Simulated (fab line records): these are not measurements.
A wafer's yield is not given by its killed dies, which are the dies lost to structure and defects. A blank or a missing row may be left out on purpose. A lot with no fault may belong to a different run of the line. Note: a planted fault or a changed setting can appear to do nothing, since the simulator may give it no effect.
The tool behind it: which one? | flow sky130 | 43 wafers from 15 lots sampled at 2 of the route's 708 steps

WHAT EACH GAUGE READ, for each wafer
The record lacks any reading of a measuring or inspecting step that a usual standard deviation could be used to judge.

TOOL THAT RAN EACH LOT (tool first, then ch and the chambers of the sampled wafers, then the start)
lot  | SKY_METAL5_METAL_ETCH_15         | SKY_PAD_OPEN_PROBE_99
L120 | rieMetal-03 ch 0,1, day 45 01:20 | -
L121 | rieMetal-03 ch 0, day 45 11:17   | -
L122 | rieMetal-03 ch 0,1, day 45 12:32 | -
L123 | rieMetal-02 ch 0,1, day 45 16:54 | -
L124 | rieMetal-04 ch 0,1, day 46 01:24 | prober-01, day 48 00:32
L125 | rieMetal-03 ch 0,1, day 46 03:53 | -
L126 | rieMetal-04 ch 0,1, day 46 06:26 | prober-02, day 48 03:34
L127 | rieMetal-02 ch 0,1, day 46 17:41 | prober-01, day 48 13:38
L128 | rieMetal-03 ch 0,1, day 46 17:59 | prober-02, day 48 13:57
L129 | rieMetal-03 ch 0,1, day 47 01:29 | prober-01, day 48 20:38
L130 | rieMetal-03 ch 0,1, day 47 12:46 | prober-02, day 49 07:14
L131 | rieMetal-03 ch 0,1, day 47 19:41 | prober-01, day 49 12:59
L132 | rieMetal-03 ch 0,1, day 48 00:43 | prober-02, day 49 18:35
L133 | rieMetal-03 ch 0,1, day 48 08:59 | -
L136 | rieMetal-03 ch 0,1, day 48 22:53 | prober-02, day 50 14:50
- SKY_METAL5_METAL_ETCH_15: etches the open film in Cl2/BCl3, stops on SiO2, target depth 1260 nm, time 252 s.
- SKY_PAD_OPEN_PROBE_99

AS READ BY THE TOOLS THEMSELVES (means over the sampled wafers that have a number; for cases with no such wafer, the mark the record gives instead)
SKY_METAL5_METAL_ETCH_15. Usual: biasW 48.50 W, standard deviation 0.15; drypumpMotorCurrentA 5.94 A, standard deviation 0.26; heBacksideLeakSccm 3.44 sccm, standard deviation 0.16; oesProductAu 0.894 a.u., standard deviation 0.0049; throttleValvePct 22.264 %, standard deviation 0.0096.
lot  | tool        | biasW (W) | drypumpMotorCurrentA (A) | heBacksideLeakSccm (sccm) | oesProductAu (a.u.) | throttleValvePct (%) | flag
L120 | rieMetal-03 | 48.52     | 5.83                     | 3.36                      | 0.895               | 22.270               | 
L121 | rieMetal-03 | 48.51     | 6.22                     | 3.31                      | 0.896               | 22.272               | 
L122 | rieMetal-03 | 48.54     | 5.82                     | 3.49                      | 0.898               | 22.264               | 
L123 | rieMetal-02 | 48.62     | 6.01                     | 3.39                      | 0.898               | 22.270               | 
L124 | rieMetal-04 | 48.42     | 5.66                     | 3.29                      | 0.891               | 22.267               | 
L125 | rieMetal-03 | 48.54     | 6.00                     | 3.51                      | 0.898               | 22.258               | 
L126 | rieMetal-04 | 48.34     | 5.67                     | 3.22                      | 0.893               | 22.256               | 
L127 | rieMetal-02 | 48.59     | 6.02                     | 3.42                      | 0.887               | 22.265               | 
L128 | rieMetal-03 | 48.37     | 6.03                     | 3.57                      | 0.898               | 22.251               | 
L129 | rieMetal-03 | 48.58     | 6.02                     | 3.44                      | 0.892               | 22.259               | 
L130 | rieMetal-03 | 48.52     | 6.03                     | 3.68                      | 0.897               | 22.264               | 
L131 | rieMetal-03 | 48.43     | 6.01                     | 3.55                      | 0.892               | 22.264               | 
L132 | rieMetal-03 | 48.48     | 5.82                     | 3.52                      | 0.895               | 22.271               | 
L133 | rieMetal-03 | 48.41     | 5.92                     | 3.29                      | 0.897               | 22.264               | 
L136 | rieMetal-03 | 48.50     | 5.92                     | 3.60                      | 0.898               | 22.270               | 

SKY_PAD_OPEN_PROBE_99. Usual: defectLimitedYield 82.3 %, standard deviation 1.8; killed_at_M0_to_M3 43, standard deviation 6.9; killed_at_M4_up 3.2, standard deviation 1.6; killedAtContacts 25, standard deviation 5.1; killedAtFrontEnd 16, standard deviation 4.5; killedAtOther 0.3, standard deviation 0.68; killedDies 87, standard deviation 8.9; killedOpen 48, standard deviation 6.9; killedShort 39, standard deviation 6.3; sort_bin_3_pad_short 0.8 %, standard deviation 0.4; sort_bin_5_function 10.5 %, standard deviation 1.4; sort_bin_6_memory 6.4 %, standard deviation 1.1; sortNPass 405, standard deviation 8.9; sortYieldPct 82.3 %, standard deviation 1.8.
lot  | tool      | defectLimitedYield (%) | killed_at_M0_to_M3 | killed_at_M4_up | killedAtContacts | killedAtFrontEnd | killedAtOther | killedDies | killedOpen | killedShort | sort_bin_3_pad_short (%) | sort_bin_5_function (%) | sort_bin_6_memory (%) | sortNPass | sortYieldPct (%) | flag
L124 | prober-01 | 81.6                   | 49                 | 2.0             | 25               | 14               | 0.3           | 90         | 52         | 38          | 0.7                      | 10.6                    | 7.0                   | 402       | 81.6             | 
L126 | prober-02 | 81.9                   | 43                 | 3.0             | 29               | 14               | 0.3           | 89         | 48         | 40          | 0.6                      | 10.8                    | 6.6                   | 403       | 81.9             | 
L127 | prober-01 | 83.7                   | 40                 | 4.3             | 25               | 10               | 0.0           | 80         | 42         | 38          | 0.5                      | 10.0                    | 5.8                   | 412       | 83.7             | 
L128 | prober-02 | 82.0                   | 47                 | 4.3             | 21               | 15               | 1.0           | 88         | 43         | 45          | 0.5                      | 10.5                    | 6.9                   | 404       | 82.0             | 
L129 | prober-01 | 80.6                   | 42                 | 2.7             | 33               | 17               | 0.3           | 95         | 50         | 46          | 0.9                      | 11.2                    | 7.3                   | 397       | 80.6             | 
L130 | prober-02 | 83.2                   | 39                 | 3.3             | 25               | 15               | 0.3           | 83         | 46         | 36          | 0.7                      | 10.0                    | 6.2                   | 409       | 83.2             | 
L131 | prober-01 | 84.3                   | 33                 | 3.3             | 27               | 13               | 0.0           | 77         | 44         | 33          | 0.4                      | 10.0                    | 5.3                   | 415       | 84.3             | 
L132 | prober-02 | 81.2                   | 51                 | 4.0             | 20               | 17               | 0.3           | 93         | 45         | 47          | 1.1                      | 11.1                    | 6.6                   | 399       | 81.2             | 
L136 | prober-02 | 84.3                   | 38                 | 3.5             | 23               | 13               | 0.0           | 77         | 41         | 36          | 0.8                      | 9.2                     | 5.6                   | 415       | 84.3             | 

THE ANSWER, worked out from the rows above alone
Rule: a lot is off if the mean of its wafers that have a number lies more than 3 standard deviations from the usual mean. A lot without any number at a reading at which 4 lots or more have one is off too. All remaining lots with rows at the step are treated as sound. First the gauges in route order, then the tools' own readings, where a lot's mean is used as printed above. The first step at which some lot is off is used, and at that step the reading that is off furthest; a lot without a number counts as furthest.
No lot is off on any of the readings shown, so nothing can be concluded from this.

WHAT THE SIMULATOR HAD PUT IN
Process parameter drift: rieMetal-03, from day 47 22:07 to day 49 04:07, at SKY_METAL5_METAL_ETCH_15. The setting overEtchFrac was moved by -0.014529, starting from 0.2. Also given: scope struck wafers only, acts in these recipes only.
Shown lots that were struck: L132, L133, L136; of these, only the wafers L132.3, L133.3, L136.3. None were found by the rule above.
